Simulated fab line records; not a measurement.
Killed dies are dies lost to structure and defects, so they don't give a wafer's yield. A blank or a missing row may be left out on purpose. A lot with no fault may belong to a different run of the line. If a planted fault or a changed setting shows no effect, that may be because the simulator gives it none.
Comparing a struck lot with a sound one | flow sky130 | 42 steps out of a route of 708
Sound: the wafers L689.3, L689.4, L689.5. Wafers L700.1, L700.2, L700.3 were the ones struck. At the end, the cause is stated.
Each step with rows lists, per side, the tool, then ch with its chambers, then its first start. Under that, the readings that differ: sound wafers | struck wafers | difference of the means | sigmas: that difference in standard deviations of wafers without a fault.
alike: same words and numbers on both sides, and readings whose means sit less than 2 such deviations apart. not compared: any withheld reading, any reading some wafer has no value for, any bound like >300 that may hide the same value, and any number with overlapping values for which the record gives no deviation.
A row with sigmas, a row that says differs or no value, or rows on one side alone: a step with any of these is where the two part. Numbers that don't overlap but have no deviation are shown without sigmas and don't part them. A reading that every wafer of one side lacks parts them only if that side has two wafers or more.

SKY_NWELL_OVL_MEAS_10:
  sound: overlay-02 at day 6 01:08; struck: overlay-02 at day 8 08:39
  alike: NWELL_00_OVL
then, 3 steps without rows for these wafers: SKY_NWELL_IMPLANT_11; SKY_NWELL_IMPLANT_12; SKY_NWELL_IMPLANT_13.
SKY_NWELL_STRIP_14: strips in O2/N2.
  sound on plasma asher-04 ch 0,1, day 6 01:38; struck on plasma asher-04 ch 0,1, day 8 09:08
  alike: drypump motor current A, oes product au, strip time to endpoint s
  not compared: rf hours counter h
SKY_NWELL_TW_MEAS_15:
  sound: film metro-02 at day 6 01:43; struck: film metro-01 at day 8 09:14
  reading  | sound          | struck         | difference | sigmas
  NWELL_TW | 1794 1811 1791 | 1854 1840 1859 | +52        | +3
then, 6 steps without rows for these wafers: SKY_NWELL_DEHYDRATE_16 (time 60 s); SKY_NWELL_HMDS_17 (prime time 60 s); SKY_NWELL_COAT_18 (resist thk 3000 nm); SKY_NWELL_SOFTBAKE_19; SKY_NWELL_EXPOSE_20 (exposes mask NWM COMPLEMENT, target cd 840 nm); SKY_NWELL_PEB_21.
SKY_NWELL_DEVELOP_22: develop time 60 s.
  sound on litho track-03 ch 0, day 6 20:00; struck on litho track-03 ch 0, day 9 05:00
SKY_NWELL_OVL_MEAS_23:
  sound: overlay-02 at day 6 20:29; struck: overlay-02 at day 9 05:28
  alike: NWELL_01_OVL
next, for these wafers, 1 step has no rows: SKY_NWELL_IMPLANT_24.
SKY_NWELL_STRIP_25: strips in O2/N2.
  sound on plasma asher-02 ch 0,1, day 6 20:41; struck on plasma asher-04 ch 0,1, day 9 05:39
  alike: drypump motor current A, oes product au, strip time to endpoint s
  not compared: rf hours counter h
SKY_NWELL_TW_MEAS_26:
  sound: film metro-03 at day 6 20:46; struck: film metro-02 at day 9 05:45
  alike: NWELL_2_TW
then, 1 step without rows for these wafers: SKY_NWELL_CLEAN_27 (cleans in SC1/SC2, time 150 s).
SKY_NWELL_RTA_28: time 30 s.
  sound on rtp anneal-01 ch 0, day 6 20:54; struck on rtp anneal-02 ch 0, day 9 05:52
  alike: lamp power pct, wafer_temp_C_max
SKY_NWELL_RS_MEAS_29: the measuring method here is four-point-probe.
  sound: film metro-01 at day 6 21:01; struck: film metro-02 at day 9 05:58
  alike: NWELL_RS
SKY_NWELL_RS_MEAS_31: the measuring method here is four-point-probe.
  sound: film metro-01 at day 6 21:15; struck: film metro-02 at day 9 06:13
  alike: PWDE_RS
then, 7 steps without rows for these wafers: SKY_VT_ADJUST_HVTP_DEHYDRATE_00 (time 60 s); SKY_VT_ADJUST_HVTP_HMDS_01 (prime time 60 s); SKY_VT_ADJUST_HVTP_COAT_02 (resist thk 1140 nm); SKY_VT_ADJUST_HVTP_SOFTBAKE_03 (time 60 s); SKY_VT_ADJUST_HVTP_EXPOSE_04 (exposes mask HVTPM, target cd 380 nm); SKY_VT_ADJUST_HVTP_PEB_05; SKY_VT_ADJUST_HVTP_DEVELOP_06 (develop time 60 s).
SKY_VT_ADJUST_HVTP_CD_MEAS_07: the cd target is 380 nm.
  sound: cd sem-01 at day 7 15:55; struck: cd sem-02 at day 10 03:05
  alike: cd nm
SKY_VT_ADJUST_HVTP_OVL_MEAS_08:
  sound: overlay-02 at day 7 16:00; struck: overlay-01 at day 10 03:13
  alike: VT_ADJUST_HVTP_OVL
next, for these wafers, 1 step has no rows: SKY_VT_ADJUST_HVTP_IMPLANT_09.
SKY_VT_ADJUST_HVTP_STRIP_10: strips in O2/N2.
  sound on plasma asher-03 ch 0,1, day 7 16:13; struck on plasma asher-01 ch 0,1, day 10 03:24
  alike: drypump motor current A, oes product au, strip time to endpoint s
  not compared: rf hours counter h
SKY_VT_ADJUST_HVTP_TW_MEAS_11:
  sound: film metro-02 at day 7 16:18; struck: film metro-04 at day 10 03:30
  alike: VT_ADJUST_HVTP_TW
then, 7 steps without rows for these wafers: SKY_VT_ADJUST_LVTN_DEHYDRATE_00 (time 60 s); SKY_VT_ADJUST_LVTN_HMDS_01 (prime time 60 s); SKY_VT_ADJUST_LVTN_COAT_02 (resist thk 3000 nm); SKY_VT_ADJUST_LVTN_SOFTBAKE_03; SKY_VT_ADJUST_LVTN_EXPOSE_04 (exposes mask NWM COMPLEMENT LESS NATIVE, target cd 840 nm); SKY_VT_ADJUST_LVTN_PEB_05; SKY_VT_ADJUST_LVTN_DEVELOP_06 (develop time 60 s).
SKY_VT_ADJUST_LVTN_OVL_MEAS_07:
  sound: overlay-01 at day 8 12:38; struck: overlay-02 at day 11 00:57
  alike: VT_ADJUST_LVTN_OVL
-- here the record skips 38 days between the struck wafers' starts before and after, leaving off in module VT_ADJUST_LVTN and picking up in module PAD_OPEN (first step shown: number 708 of the route) --
SKY_PAD_OPEN_PROBE_99:
  sound: prober-02 at day 47 07:14; struck: prober-01 at day 49 08:07
  reading     | sound    | struck   | difference | sigmas
  killed open | 36 36 52 | 64 51 56 | +16        | +2
  alike: killed_at_M0_to_M3, killed_at_M4_up, killed at contacts, killed at front end, killed at other, killed dies, killed short
  not compared: model.etest.res iso pwell.width nm

WHERE THEY PART
First at SKY_NWELL_TW_MEAS_15; last, within this record, at SKY_PAD_OPEN_PROBE_99.

WHY: whatever the simulator had introduced
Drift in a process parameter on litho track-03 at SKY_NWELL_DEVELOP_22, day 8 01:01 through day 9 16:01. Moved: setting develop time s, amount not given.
